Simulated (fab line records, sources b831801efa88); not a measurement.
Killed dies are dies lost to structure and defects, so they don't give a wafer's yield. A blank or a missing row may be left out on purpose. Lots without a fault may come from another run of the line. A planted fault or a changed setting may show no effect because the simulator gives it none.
A struck lot beside a sound one | flow sky130 | 15 steps out of a route of 708
Sound: wafers L519.3, L519.5, L519.6. Struck: wafers L512.1, L512.4, L512.5. The cause comes at the end.
At each step with rows: each side's tool, then ch and its chambers, then its first start. Under that, the readings that differ: sound wafers | struck wafers | difference of the means | sigmas: that difference in standard deviations of wafers without a fault.
alike: readings whose means differ by less than 2 such deviations, and words and numbers that are the same on both sides. not compared: withheld readings, readings that some wafer has no value for, bounds like >300 that may hide the same value, and numbers for which the record gives no deviation and whose values overlap.
The two part at a step that has a row with sigmas, a row that says differs or no value, or rows on one side only. Numbers that don't overlap but have no deviation are shown without sigmas and don't part them. A reading that every wafer of one side lacks parts them only if that side has two wafers or more.

SKY_METAL5_RS_MEAS_05: measures by four-point-probe.
  sound on film_metro-01, day 47 13:53; struck on film_metro-01, day 45 19:01
  alike: METAL5_ALCU_RS
SKY_METAL5_THK_MEAS_06: measures by xrf.
  sound on film_metro-01, day 47 13:59; struck on film_metro-01, day 45 19:08
  alike: METAL5_ALCU_THK
then, 7 steps without rows for these wafers: SKY_METAL5_DEHYDRATE_07 (time 60 s); SKY_METAL5_HMDS_08 (prime time 60 s); SKY_METAL5_COAT_09 (resist thk 1800 nm); SKY_METAL5_SOFTBAKE_10 (time 60 s); SKY_METAL5_EXPOSE_11 (exposes mask MM5, target cd 1600 nm); SKY_METAL5_PEB_12; SKY_METAL5_DEVELOP_13 (develop time 60 s).
SKY_METAL5_DESCUM_14: chemistry O2, time 11 s.
  sound on rie_metal-04 ch 0,1, day 48 08:34; struck on rie_metal-01 ch 0,1, day 46 15:17
  alike: drypump_motor_current_A, oes_product_au
  not compared: rf_hours_counter_h
SKY_METAL5_METAL_ETCH_15: etches the open film in Cl2/BCl3, stops on SiO2, target depth 1260 nm, time 252 s.
  sound on rie_metal-04 ch 0,1, day 48 08:40; struck on rie_metal-01 ch 0,1, day 46 15:20
  alike: drypump_motor_current_A, oes_product_au, throttle_valve_pct
  not compared: rf_hours_counter_h
SKY_METAL5_STRIP_16: strips in O2/N2.
  sound on plasma_asher-01 ch 0,1, day 48 08:52; struck on plasma_asher-01 ch 0,1, day 46 15:34
  alike: chamber_pressure_mTorr, drypump_motor_current_A, oes_product_au, strip_time_to_endpoint_s
  not compared: rf_hours_counter_h
SKY_METAL5_STRIP_17: strips in post etch residue remover, time 1200 s.
  sound on wet_bench-02 ch 1, day 48 09:04; struck on wet_bench-02 ch 3, day 46 15:40
  no value came back on the struck wafers for bath_guard_temp_C (C), bath_heat_duty_pct (%); on the sound wafers bath_guard_temp_C (C) reads 71.7 72.3 72.3
then, 1 step without rows for these wafers: SKY_METAL5_CLEAN_18 (cleans in IPA, time 180 s).
SKY_PAD_OPEN_PROBE_99:
  sound on prober-01, day 49 23:52; struck on prober-02, day 48 09:25
  reading                               | sound              | struck               | difference | sigmas
  model.etest.met5_comb.leak_log10_a_um | -11.99 -11.8 -11.9 | -11.64 -11.62 -11.62 | +0.27      |
  alike: defect_limited_yield, killed_at_M0_to_M3, killed_at_M4_up, killed_at_contacts, killed_at_front_end, killed_at_other, killed_dies, killed_open, killed_short, sort_bin_3_pad_short, sort_bin_5_function, sort_bin_6_memory, sort_n_pass, sort_yield_pct

WHERE THEY PART
Only at SKY_METAL5_STRIP_17, within this record. Later steps at which nothing parts them and some readings are alike: SKY_PAD_OPEN_PROBE_99.

WHY: what the simulator had put in
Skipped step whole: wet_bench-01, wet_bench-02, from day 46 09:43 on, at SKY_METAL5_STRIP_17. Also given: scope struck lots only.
